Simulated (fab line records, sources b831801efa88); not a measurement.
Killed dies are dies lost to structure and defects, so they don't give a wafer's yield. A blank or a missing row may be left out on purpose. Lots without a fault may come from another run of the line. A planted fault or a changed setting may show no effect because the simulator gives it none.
A struck lot beside a sound one | flow gf180mcu | 43 steps out of a route of 602
Sound: wafers L229.2, L229.3, L229.5. Struck: wafer L243.2. (L243.4 of the same lot was not struck and is left out.) The cause comes at the end.
At each step with rows: each side's tool, then ch and its chambers, then its first start. Under that, the readings that differ: sound wafers | struck wafers | difference of the means | sigmas: that difference in standard deviations of wafers without a fault.
alike: readings whose means differ by less than 2 such deviations, and words and numbers that are the same on both sides. not compared: withheld readings, readings that some wafer has no value for, bounds like >300 that may hide the same value, and numbers for which the record gives no deviation and whose values overlap.
The two part at a step that has a row with sigmas, a row that says differs or no value, or rows on one side only. Numbers that don't overlap but have no deviation are shown without sigmas and don't part them. A reading that every wafer of one side lacks parts them only if that side has two wafers or more.

first, 2 steps without rows for these wafers: GF_MVSD_IMPLANT_08; GF_MVSD_IMPLANT_09.
GF_MVSD_STRIP_10: strips in O2/N2.
  sound on plasma_asher-04 ch 1, day 4 15:29; struck on plasma_asher-04 ch 0, day 8 03:51
  alike: drypump_motor_current_A, heater_power_w, oes_product_au, strip_time_to_endpoint_s
  not compared: rf_hours_counter_h
GF_MVSD_TW_MEAS_11:
  sound on film_metro-01, day 4 15:36; struck on film_metro-03, day 8 03:58
  alike: MVSD_TW
then, 7 steps without rows for these wafers: GF_MVPSD_DEHYDRATE_00 (time 60 s); GF_MVPSD_HMDS_01 (prime time 60 s); GF_MVPSD_COAT_02 (resist thk 3000 nm); GF_MVPSD_SOFTBAKE_03; GF_MVPSD_EXPOSE_04 (exposes mask MVPSD, target cd 1000 nm); GF_MVPSD_PEB_05; GF_MVPSD_DEVELOP_06 (develop time 60 s).
GF_MVPSD_OVL_MEAS_07:
  sound on overlay-02, day 5 04:07; struck on overlay-02, day 8 20:26
  reading        | sound        | struck | difference | sigmas
  MVPSD_OVL (nm) | 0.6 0.4 -2.0 | 4.1    | +4.4       | +3
GF_MVPSD_IMPLANT_08:
  sound on implanter-02 ch 0, day 5 04:10; struck on implanter-01 ch 0, day 8 20:29
  alike: beam_on_s, dose_ions_cm2
then, 1 step without rows for these wafers: GF_MVPSD_IMPLANT_09.
GF_MVPSD_STRIP_10: strips in O2/N2.
  sound on plasma_asher-02 ch 0,1, day 5 04:26; struck on plasma_asher-03 ch 1, day 8 20:46
  reading                      | sound             | struck | difference | sigmas
  drypump_motor_current_A (A)  | 5.4 6.7 6.7       | 4.9    | -1.4       | -2
  strip_time_to_endpoint_s (s) | 36.91 36.84 36.86 | 37.09  | +0.22      | +2
  alike: heater_power_w, oes_product_au
  not compared: rf_hours_counter_h
GF_MVPSD_TW_MEAS_11:
  sound on film_metro-03, day 5 04:33; struck on film_metro-03, day 8 20:52
  alike: MVPSD_TW
then, 7 steps without rows for these wafers: GF_VT_IMPLANT_DEHYDRATE_00 (time 60 s); GF_VT_IMPLANT_HMDS_01 (prime time 60 s); GF_VT_IMPLANT_COAT_02 (resist thk 1000 nm); GF_VT_IMPLANT_SOFTBAKE_03 (time 60 s); GF_VT_IMPLANT_EXPOSE_04 (exposes mask LVPWELL LV AREA, target cd 600 nm); GF_VT_IMPLANT_PEB_05; GF_VT_IMPLANT_DEVELOP_06 (develop time 60 s).
GF_VT_IMPLANT_OVL_MEAS_07:
  sound on overlay-02, day 5 18:23; struck on overlay-02, day 9 13:02
  alike: VT_IMPLANT_OVL
then, 1 step without rows for these wafers: GF_VT_IMPLANT_IMPLANT_08.
GF_VT_IMPLANT_STRIP_09: strips in O2/N2.
  sound on plasma_asher-03 ch 0,1, day 5 18:34; struck on plasma_asher-01 ch 0, day 9 13:13
  reading               | sound             | struck | difference | sigmas
  oes_product_au (a.u.) | 0.710 0.712 0.709 | 0.720  | +0.010     | +2
  alike: drypump_motor_current_A, heater_power_w, strip_time_to_endpoint_s
  not compared: rf_hours_counter_h
GF_VT_IMPLANT_TW_MEAS_10:
  sound on film_metro-03, day 5 18:40; struck on film_metro-02, day 9 13:19
  alike: VT_IMPLANT_TW
then, 7 steps without rows for these wafers: GF_VT_IMPLANT_DEHYDRATE_11 (time 60 s); GF_VT_IMPLANT_HMDS_12 (prime time 60 s); GF_VT_IMPLANT_COAT_13 (resist thk 1000 nm); GF_VT_IMPLANT_SOFTBAKE_14 (time 60 s); GF_VT_IMPLANT_EXPOSE_15 (exposes mask Nwell LV AREA, target cd 860 nm); GF_VT_IMPLANT_PEB_16; GF_VT_IMPLANT_DEVELOP_17 (develop time 60 s).
GF_VT_IMPLANT_OVL_MEAS_18:
  sound on overlay-02, day 6 09:07; struck on overlay-01, day 10 06:43
  alike: VT_IMPLANT_01_OVL
then, 1 step without rows for these wafers: GF_VT_IMPLANT_IMPLANT_19.
GF_VT_IMPLANT_STRIP_20: strips in O2/N2.
  sound on plasma_asher-04 ch 0,1, day 6 09:18; struck on plasma_asher-01 ch 0, day 10 06:54
  reading                      | sound             | struck | difference | sigmas
  heater_power_w (W)           | 414 394 383       | 318    | -79        | -2
  strip_time_to_endpoint_s (s) | 12.71 12.71 12.66 | 12.60  | -0.09      | -3
  alike: drypump_motor_current_A, oes_product_au
  not compared: rf_hours_counter_h
GF_VT_IMPLANT_TW_MEAS_21:
  sound on film_metro-03, day 6 09:25; struck on film_metro-03, day 10 07:01
  reading         | sound          | struck | difference | sigmas
  VT_IMPLANT_2_TW | 1216 1209 1213 | 1227   | +14        | +2
then, 4 steps without rows for these wafers: GF_VT_IMPLANT_DEHYDRATE_22 (time 60 s); GF_VT_IMPLANT_HMDS_23 (prime time 60 s); GF_VT_IMPLANT_COAT_24 (resist thk 1000 nm); GF_VT_IMPLANT_SOFTBAKE_25 (time 60 s).
GF_VT_IMPLANT_RS_MEAS_49: measures by four-point-probe.
  sound on film_metro-03, day 7 16:54; struck on film_metro-04, day 11 20:00
  reading           | sound                | struck | difference | sigmas
  MVPSD_RS (ohm/sq) | 1164.6 1169.0 1167.1 | 1181.4 | +14.5      | +6

WHERE THEY PART
First at GF_MVPSD_OVL_MEAS_07; last, within this record, at GF_VT_IMPLANT_RS_MEAS_49.

WHY: what the simulator had put in
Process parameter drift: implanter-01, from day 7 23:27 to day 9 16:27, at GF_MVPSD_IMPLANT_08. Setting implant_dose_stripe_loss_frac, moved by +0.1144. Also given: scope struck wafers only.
